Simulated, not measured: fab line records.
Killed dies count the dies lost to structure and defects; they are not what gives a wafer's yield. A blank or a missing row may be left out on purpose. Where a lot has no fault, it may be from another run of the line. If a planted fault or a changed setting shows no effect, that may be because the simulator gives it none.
2 desks, one fault | flow sky130 | every desk sees just its own numbers, and what lay behind them comes last

## AT THE TOOL OWNER'S DESK: rieMetal-02
The tool's own readings at SKY_METAL3_METAL_ETCH_18 (etches the open film in Cl2/BCl3, stops on SiO2, target depth 845 nm, time 183.1 s): means of the sampled wafers that have a number, for each lot that ran on this tool. Marked OUT: a lot whose mean sits more than 4 standard deviations from the usual mean, which makes it out of limits; the brackets give that distance.
Columns: A = chamberPressureMTorr at SKY_METAL3_METAL_ETCH_18, usual 10.002 mTorr; B = drypumpMotorCurrentA at SKY_METAL3_METAL_ETCH_18, usual 5.7 A; C = oesProductAu at SKY_METAL3_METAL_ETCH_18, usual 0.865 a.u.; D = rfFwdPowerW at SKY_METAL3_METAL_ETCH_18, usual 897 W; E = throttleValvePct at SKY_METAL3_METAL_ETCH_18, usual 22.265 %
lot  | first seen here | A      | B   | C     | D             | E
L435 | day 40 10:11    | 9.995  | 6.1 | 0.862 | 941 (+14) OUT | 22.252
L436 | day 41 16:47    | 10.003 | 5.7 | 0.861 | 994 (+31) OUT | 22.274
L448 | day 43 21:05    | 9.999  | 5.7 | 0.871 | 900           | 22.267
L450 | day 44 07:41    | 10.001 | 5.3 | 0.867 | 902           | 22.265
L452 | day 44 21:47    | 10.002 | 5.7 | 0.856 | 895           | 22.270
This desk's verdict: out of limits on L435, L436, starting with L435 at day 40 10:11 (rfFwdPowerW at SKY_METAL3_METAL_ETCH_18). L448, L450, L452: within limits.

## AT THE METROLOGY DESK
What the gauges read for every lot (on any tool): the sampled wafers with a number, averaged. Marked OUT: a lot whose mean sits more than 4 standard deviations from the usual mean, which makes it out of limits; the brackets give that distance.
Columns: A = cdNm at SKY_METAL3_CD_MEAS_13, usual 299.9 nm
lot  | first seen here | A
L429 | day 38 10:19    | 298.4
L435 | day 40 09:53    | 300.7
L436 | day 41 16:29    | 299.4
L438 | day 41 17:40    | 299.9
L444 | day 42 18:22    | 299.3
L447 | day 43 11:08    | 304.1
L448 | day 43 20:48    | 297.3
L450 | day 44 07:25    | 303.5
L452 | day 44 21:31    | 300.8
This desk found nothing out of limits on any of the 9 lots.

## TAKEN TOGETHER
On L435, L436, at day 40 10:11, an alarm was possible from the tool owner's desk.
At the metrology desk, nothing out of limits was observed.
The metrology desk holds a record of L435, L436, inside its limits.
All the named lots went through SKY_METAL3_METAL_ETCH_18 on rieMetal-02.

## WHAT HAD BEEN PUT IN BY THE SIMULATOR
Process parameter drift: rieMetal-02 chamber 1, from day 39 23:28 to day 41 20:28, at SKY_METAL3_METAL_ETCH_18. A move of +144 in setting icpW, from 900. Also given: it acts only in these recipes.
Struck lots among those shown: L435, L436.
How many hours passed from the start of the fault until each desk's first out-of-limits reading: the tool owner's desk, 11.
